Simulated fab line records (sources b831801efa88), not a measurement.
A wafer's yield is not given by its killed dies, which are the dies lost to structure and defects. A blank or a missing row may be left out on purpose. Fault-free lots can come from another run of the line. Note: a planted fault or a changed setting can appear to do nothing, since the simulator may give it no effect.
Which tool was responsible? + flow gf180mcu + 72 wafers from 24 lots sampled at 6 of the route's 602 steps

WHAT THE GAUGES SHOWED, per wafer
GF_V4_RS_MEAS_24: a four-point-probe measurement. Usual: for V4_W_RS the level is 0.326 ohm/sq and the standard deviation is 0.0046.
| lot  | measured     | on            | V4_W_RS (ohm/sq)  | flag |
|------|--------------|---------------|-------------------|------|
| L074 | day 24 09:20 | film metro-01 | 0.329 0.326 0.322 |      |
| L075 | day 24 17:19 | film metro-04 | 0.324 0.328 0.330 |      |
| L076 | day 24 23:35 | film metro-04 | 0.329 0.325 0.331 |      |
| L077 | day 25 12:22 | film metro-04 | 0.328 0.330 0.319 |      |
| L078 | day 25 17:34 | film metro-04 | 0.326 0.323 0.330 |      |
| L079 | day 26 05:26 | film metro-01 | 0.328 0.325 0.330 |      |
| L080 | day 26 16:17 | film metro-03 | 0.326 0.321 0.327 |      |
| L081 | day 26 23:23 | film metro-03 | 0.320 0.325 0.322 |      |
| L082 | day 27 02:34 | film metro-01 | 0.324 0.331 0.330 |      |
| L083 | day 27 14:11 | film metro-01 | 0.333 0.328 0.332 |      |
| L084 | day 27 19:23 | film metro-03 | 0.324 0.328 0.322 |      |
| L085 | day 27 20:40 | film metro-04 | 0.328 0.330 0.326 |      |
| L086 | day 28 09:00 | film metro-04 | 0.331 0.322 0.329 |      |
| L087 | day 28 16:02 | film metro-01 | 0.324 0.332 0.333 |      |
| L088 | day 29 07:40 | film metro-03 | 0.336 0.326 0.320 |      |
| L089 | day 29 09:28 | film metro-03 | 0.325 0.326 0.331 |      |
| L090 | day 29 10:32 | film metro-04 | 0.319 0.325 0.319 |      |
| L091 | day 30 03:42 | film metro-01 | 0.323 0.321 0.333 |      |
| L092 | day 30 10:07 | film metro-03 | 0.325 0.330 0.327 |      |
| L093 | day 30 20:59 | film metro-01 | 0.320 0.333 0.317 |      |
| L094 | day 30 22:26 | film metro-01 | 0.319 0.330 0.317 |      |
| L095 | day 31 01:58 | film metro-03 | 0.320 0.320 0.331 |      |
| L096 | day 31 11:28 | film metro-01 | 0.331 0.320 0.322 |      |
| L097 | day 31 13:36 | film metro-01 | 0.323 0.329 0.326 |      |

GF_MIM_THK_MEAS_06. Usual: for MIM_CVD_05_THK the level is 41.8 nm and the standard deviation is 0.65.
| lot  | measured     | on            | MIM_CVD_05_THK (nm) | flag |
|------|--------------|---------------|---------------------|------|
| L074 | day 24 10:04 | film metro-03 | 41.7 42.1 42.4      |      |
| L075 | day 24 18:02 | film metro-01 | 41.4 42.1 42.5      |      |
| L076 | day 25 00:20 | film metro-03 | 41.0 41.1 42.5      |      |
| L077 | day 25 13:05 | film metro-03 | 42.6 42.2 42.6      |      |
| L078 | day 25 18:17 | film metro-01 | 41.9 41.6 42.5      |      |
| L079 | day 26 06:08 | film metro-03 | 42.2 42.5 42.2      |      |
| L080 | day 26 17:01 | film metro-03 | 42.3 42.9 41.8      |      |
| L081 | day 27 00:07 | film metro-01 | 41.0 40.1 41.1      |      |
| L082 | day 27 03:19 | film metro-01 | 40.7 41.8 41.8      |      |
| L083 | day 27 14:56 | film metro-03 | 41.4 41.2 41.6      |      |
| L084 | day 27 20:08 | film metro-02 | 40.3 41.0 42.9      |      |
| L085 | day 27 21:22 | film metro-03 | 42.4 42.0 41.8      |      |
| L086 | day 28 09:47 | film metro-01 | 41.6 42.3 42.3      |      |
| L087 | day 28 16:46 | film metro-03 | 41.7 42.1 41.6      |      |
| L088 | day 29 08:25 | film metro-01 | 41.5 42.2 42.9      |      |
| L089 | day 29 10:13 | film metro-02 | 41.3 41.7 41.4      |      |
| L090 | day 29 11:16 | film metro-01 | 41.0 41.4 41.9      |      |
| L091 | day 30 04:26 | film metro-03 | 42.2 42.4 42.1      |      |
| L092 | day 30 10:51 | film metro-02 | 40.8 40.5 41.7      |      |
| L093 | day 30 21:44 | film metro-01 | 41.6 42.6 41.9      |      |
| L094 | day 30 23:10 | film metro-03 | 42.0 41.7 42.5      |      |
| L095 | day 31 02:53 | film metro-01 | 40.9 41.6 42.3      |      |
| L096 | day 31 12:12 | film metro-01 | 41.3 41.2 42.0      |      |
| L097 | day 31 14:19 | film metro-01 | 41.8 41.6 42.3      |      |

WHAT TOOL EACH LOT RAN ON (gives the tool, then ch and the chambers of the sampled wafers, and finally the start)
| lot  | GF_V3_SPUTTER_22             | GF_V4_SPUTTER_21             | GF_V4_CMP_26                  | GF_MIM_SPUTTER_04            |
|------|------------------------------|------------------------------|-------------------------------|------------------------------|
| L074 | pvd sputter-01, day 22 09:23 | pvd sputter-03, day 24 09:08 | cmp-02 ch 0,1,2, day 24 09:34 | pvd sputter-01, day 24 10:00 |
| L075 | pvd sputter-02, day 22 16:23 | pvd sputter-04, day 24 17:05 | cmp-01 ch 1,2, day 24 17:29   | pvd sputter-03, day 24 17:58 |
| L076 | pvd sputter-04, day 22 23:08 | pvd sputter-04, day 24 23:23 | cmp-02 ch 0,2,3, day 24 23:49 | pvd sputter-03, day 25 00:15 |
| L077 | pvd sputter-01, day 23 13:47 | pvd sputter-01, day 25 12:08 | cmp-02 ch 0,1,3, day 25 12:38 | pvd sputter-03, day 25 13:01 |
| L078 | pvd sputter-01, day 23 17:47 | pvd sputter-04, day 25 17:20 | cmp-02 ch 0,1,2, day 25 17:46 | pvd sputter-03, day 25 18:12 |
| L079 | pvd sputter-02, day 24 07:14 | pvd sputter-03, day 26 05:11 | cmp-01 ch 0,2, day 26 05:34   | pvd sputter-02, day 26 06:03 |
| L080 | pvd sputter-02, day 24 18:16 | pvd sputter-04, day 26 16:05 | cmp-01 ch 0,1, day 26 16:31   | pvd sputter-03, day 26 16:57 |
| L081 | pvd sputter-02, day 25 01:29 | pvd sputter-04, day 26 23:10 | cmp-01 ch 2,3, day 26 23:34   | pvd sputter-03, day 27 00:02 |
| L082 | pvd sputter-01, day 25 06:11 | pvd sputter-04, day 27 02:20 | cmp-01 ch 0,1,2, day 27 02:47 | pvd sputter-02, day 27 03:13 |
| L083 | pvd sputter-01, day 25 17:44 | pvd sputter-01, day 27 13:58 | cmp-01 ch 0,2,3, day 27 14:23 | pvd sputter-02, day 27 14:52 |
| L084 | pvd sputter-04, day 25 22:43 | pvd sputter-01, day 27 19:11 | cmp-01 ch 1,2,3, day 27 19:40 | pvd sputter-02, day 27 20:03 |
| L085 | pvd sputter-04, day 26 00:36 | pvd sputter-04, day 27 20:23 | cmp-01 ch 0,1, day 27 20:50   | pvd sputter-02, day 27 21:16 |
| L086 | pvd sputter-04, day 26 14:53 | pvd sputter-04, day 28 08:47 | cmp-01 ch 0,1,2, day 28 09:11 | pvd sputter-03, day 28 09:41 |
| L087 | pvd sputter-04, day 26 21:36 | pvd sputter-01, day 28 15:50 | cmp-01 ch 1,3, day 28 16:16   | pvd sputter-01, day 28 16:42 |
| L088 | pvd sputter-02, day 27 13:32 | pvd sputter-01, day 29 07:26 | cmp-01 ch 0,1, day 29 07:53   | pvd sputter-03, day 29 08:20 |
| L089 | pvd sputter-01, day 27 15:33 | pvd sputter-01, day 29 09:14 | cmp-02 ch 1,2,3, day 29 09:37 | pvd sputter-03, day 29 10:07 |
| L090 | pvd sputter-02, day 27 15:47 | pvd sputter-01, day 29 10:20 | cmp-02 ch 0,2,3, day 29 10:49 | pvd sputter-01, day 29 11:12 |
| L091 | pvd sputter-02, day 28 10:33 | pvd sputter-01, day 30 03:29 | cmp-01 ch 0,1,2, day 30 03:59 | pvd sputter-01, day 30 04:22 |
| L092 | pvd sputter-02, day 28 16:32 | pvd sputter-03, day 30 09:55 | cmp-02 ch 0,3, day 30 10:18   | pvd sputter-02, day 30 10:47 |
| L093 | pvd sputter-02, day 29 04:50 | pvd sputter-01, day 30 20:47 | cmp-01 ch 0,2, day 30 21:10   | pvd sputter-02, day 30 21:39 |
| L094 | pvd sputter-01, day 29 06:08 | pvd sputter-04, day 30 22:14 | cmp-01 ch 1,2,3, day 30 22:37 | pvd sputter-02, day 30 23:06 |
| L095 | pvd sputter-02, day 29 10:28 | pvd sputter-03, day 31 01:45 | cmp-02 ch 0,1,2, day 31 02:17 | pvd sputter-01, day 31 02:47 |
| L096 | pvd sputter-02, day 29 20:14 | pvd sputter-04, day 31 11:15 | cmp-02 ch 0,2,3, day 31 11:41 | pvd sputter-01, day 31 12:07 |
| L097 | pvd sputter-01, day 29 22:04 | pvd sputter-04, day 31 13:22 | cmp-01 ch 0,2,3, day 31 13:55 | pvd sputter-02, day 31 14:14 |
- GF_V3_SPUTTER_22: material TiN, target thk 10 nm, time 40 s.
- GF_V4_SPUTTER_21: material Ti, target thk 15 nm, time 80.02 s.
- GF_V4_CMP_26: polishes, stops on SiO2, t overpolish 15 s, target thk 0 nm.
- GF_MIM_SPUTTER_04: material TiN, target thk 50 nm, time 41.7 s.

WHAT THE TOOLS THEMSELVES READ (means of the sampled wafers that have a number; where no wafer has one, the mark that the record gives instead)
GF_V3_SPUTTER_22. Usual: throttle valve pct 30.3 %, standard deviation 0.79.
| lot  | tool           | throttle valve pct (%) | flag |
|------|----------------|------------------------|------|
| L074 | pvd sputter-01 | 29.9                   |      |
| L075 | pvd sputter-02 | 30.5                   |      |
| L076 | pvd sputter-04 | 30.4                   |      |
| L077 | pvd sputter-01 | 30.0                   |      |
| L078 | pvd sputter-01 | 30.1                   |      |
| L079 | pvd sputter-02 | 30.8                   |      |
| L080 | pvd sputter-02 | 30.4                   |      |
| L081 | pvd sputter-02 | 30.8                   |      |
| L082 | pvd sputter-01 | 30.7                   |      |
| L083 | pvd sputter-01 | 30.2                   |      |
| L084 | pvd sputter-04 | 29.9                   |      |
| L085 | pvd sputter-04 | 30.1                   |      |
| L086 | pvd sputter-04 | 30.1                   |      |
| L087 | pvd sputter-04 | 29.7                   |      |
| L088 | pvd sputter-02 | 30.8                   |      |
| L089 | pvd sputter-01 | 29.8                   |      |
| L090 | pvd sputter-02 | 30.5                   |      |
| L091 | pvd sputter-02 | 30.3                   |      |
| L092 | pvd sputter-02 | 30.8                   |      |
| L093 | pvd sputter-02 | 30.4                   |      |
| L094 | pvd sputter-01 | 29.6                   |      |
| L095 | pvd sputter-02 | 30.8                   |      |
| L096 | pvd sputter-02 | 30.5                   |      |
| L097 | pvd sputter-01 | 29.7                   |      |

GF_V4_SPUTTER_21. Usual: throttle valve pct 29.9 %, standard deviation 1.1.
| lot  | tool           | throttle valve pct (%) | flag |
|------|----------------|------------------------|------|
| L074 | pvd sputter-03 | 29.1                   |      |
| L075 | pvd sputter-04 | 29.8                   |      |
| L076 | pvd sputter-04 | 30.3                   |      |
| L077 | pvd sputter-01 | 30.3                   |      |
| L078 | pvd sputter-04 | 30.2                   |      |
| L079 | pvd sputter-03 | 30.5                   |      |
| L080 | pvd sputter-04 | 30.0                   |      |
| L081 | pvd sputter-04 | 30.3                   |      |
| L082 | pvd sputter-04 | 29.8                   |      |
| L083 | pvd sputter-01 | 29.6                   |      |
| L084 | pvd sputter-01 | 30.0                   |      |
| L085 | pvd sputter-04 | 29.6                   |      |
| L086 | pvd sputter-04 | 30.1                   |      |
| L087 | pvd sputter-01 | 29.9                   |      |
| L088 | pvd sputter-01 | 29.9                   |      |
| L089 | pvd sputter-01 | 30.7                   |      |
| L090 | pvd sputter-01 | 29.6                   |      |
| L091 | pvd sputter-01 | 29.6                   |      |
| L092 | pvd sputter-03 | 29.1                   |      |
| L093 | pvd sputter-01 | 29.5                   |      |
| L094 | pvd sputter-04 | 30.2                   |      |
| L095 | pvd sputter-03 | 28.7                   |      |
| L096 | pvd sputter-04 | 29.7                   |      |
| L097 | pvd sputter-04 | 30.1                   |      |

GF_V4_CMP_26. Usual: motor current A 10.3 A, standard deviation 0.57; overpolish run s 15.000 s, standard deviation 0.009; platen rpm 60.00 rpm, standard deviation 0.035; time to endpoint s 83 s, standard deviation 3.2.
| lot  | tool   | motor current A (A) | overpolish run s (s) | platen rpm (rpm) | time to endpoint s (s) | flag |
|------|--------|---------------------|----------------------|------------------|------------------------|------|
| L074 | cmp-02 | 10.6                | 15.010               | 60.02            | 77                     |      |
| L075 | cmp-01 | 10.5                | 15.003               | 60.02            | 87                     |      |
| L076 | cmp-02 | 11.1                | 14.999               | 60.06            | 81                     |      |
| L077 | cmp-02 | 10.5                | 14.994               | 59.99            | 83                     |      |
| L078 | cmp-02 | 10.3                | 15.005               | 60.00            | 82                     |      |
| L079 | cmp-01 | 10.2                | 14.999               | 59.99            | 83                     |      |
| L080 | cmp-01 | 10.1                | 14.995               | 60.01            | 85                     |      |
| L081 | cmp-01 | 10.1                | 14.995               | 59.96            | 84                     |      |
| L082 | cmp-01 | 10.1                | 15.000               | 60.00            | 81                     |      |
| L083 | cmp-01 | 10.1                | 14.997               | 59.99            | 82                     |      |
| L084 | cmp-01 | 10.2                | 15.005               | 59.99            | 83                     |      |
| L085 | cmp-01 | 10.3                | 15.010               | 59.98            | 82                     |      |
| L086 | cmp-01 | 10.1                | 14.989               | 59.97            | 81                     |      |
| L087 | cmp-01 | 10.0                | 14.994               | 59.97            | 81                     |      |
| L088 | cmp-01 | 10.2                | 15.003               | 60.02            | 82                     |      |
| L089 | cmp-02 | 10.9                | 14.995               | 60.00            | 83                     |      |
| L090 | cmp-02 | 10.2                | 14.996               | 60.04            | 81                     |      |
| L091 | cmp-01 | 10.5                | 14.998               | 59.95            | 89                     |      |
| L092 | cmp-02 | 10.2                | 15.000               | 60.01            | 86                     |      |
| L093 | cmp-01 | 10.0                | 15.004               | 60.03            | 86                     |      |
| L094 | cmp-01 | 10.2                | 14.999               | 59.96            | 87                     |      |
| L095 | cmp-02 | 10.7                | 14.997               | 59.98            | 84                     |      |
| L096 | cmp-02 | 10.8                | 15.001               | 60.01            | 83                     |      |
| L097 | cmp-01 | 10.2                | 14.998               | 59.99            | 83                     |      |

GF_MIM_SPUTTER_04. Usual: throttle valve pct 30.1 %, standard deviation 1.3.
| lot  | tool           | throttle valve pct (%) | flag |
|------|----------------|------------------------|------|
| L074 | pvd sputter-01 | 29.7                   |      |
| L075 | pvd sputter-03 | 31.4                   |      |
| L076 | pvd sputter-03 | 28.7                   |      |
| L077 | pvd sputter-03 | 29.1                   |      |
| L078 | pvd sputter-03 | 29.0                   |      |
| L079 | pvd sputter-02 | 30.3                   |      |
| L080 | pvd sputter-03 | 29.0                   |      |
| L081 | pvd sputter-03 | 29.1                   |      |
| L082 | pvd sputter-02 | 30.5                   |      |
| L083 | pvd sputter-02 | 30.5                   |      |
| L084 | pvd sputter-02 | 30.8                   |      |
| L085 | pvd sputter-02 | 31.0                   |      |
| L086 | pvd sputter-03 | 29.3                   |      |
| L087 | pvd sputter-01 | 29.6                   |      |
| L088 | pvd sputter-03 | 28.6                   |      |
| L089 | pvd sputter-03 | 29.0                   |      |
| L090 | pvd sputter-01 | 29.8                   |      |
| L091 | pvd sputter-01 | 30.8                   |      |
| L092 | pvd sputter-02 | 30.3                   |      |
| L093 | pvd sputter-02 | 30.3                   |      |
| L094 | pvd sputter-02 | 30.9                   |      |
| L095 | pvd sputter-01 | 30.6                   |      |
| L096 | pvd sputter-01 | 29.9                   |      |
| L097 | pvd sputter-02 | 30.7                   |      |

THE ANSWER, worked out from the rows above alone
Rule: a lot is off if the mean of its wafers that have a number lies more than 3 standard deviations from the usual mean. Also off: a lot with no number at a reading for which 4 or more lots have one. Where the step has rows for the other lots, those lots are counted as sound. The gauges are gone through in route order, then the tools' own readings, and for those a lot's mean is taken as printed above. At the first step where some lot is off, the reading lying furthest off is the one used; lots without a number count as furthest.
No lot is off on any of the readings shown, so nothing can be concluded from this.

WHAT HAD BEEN PUT IN BY THE SIMULATOR
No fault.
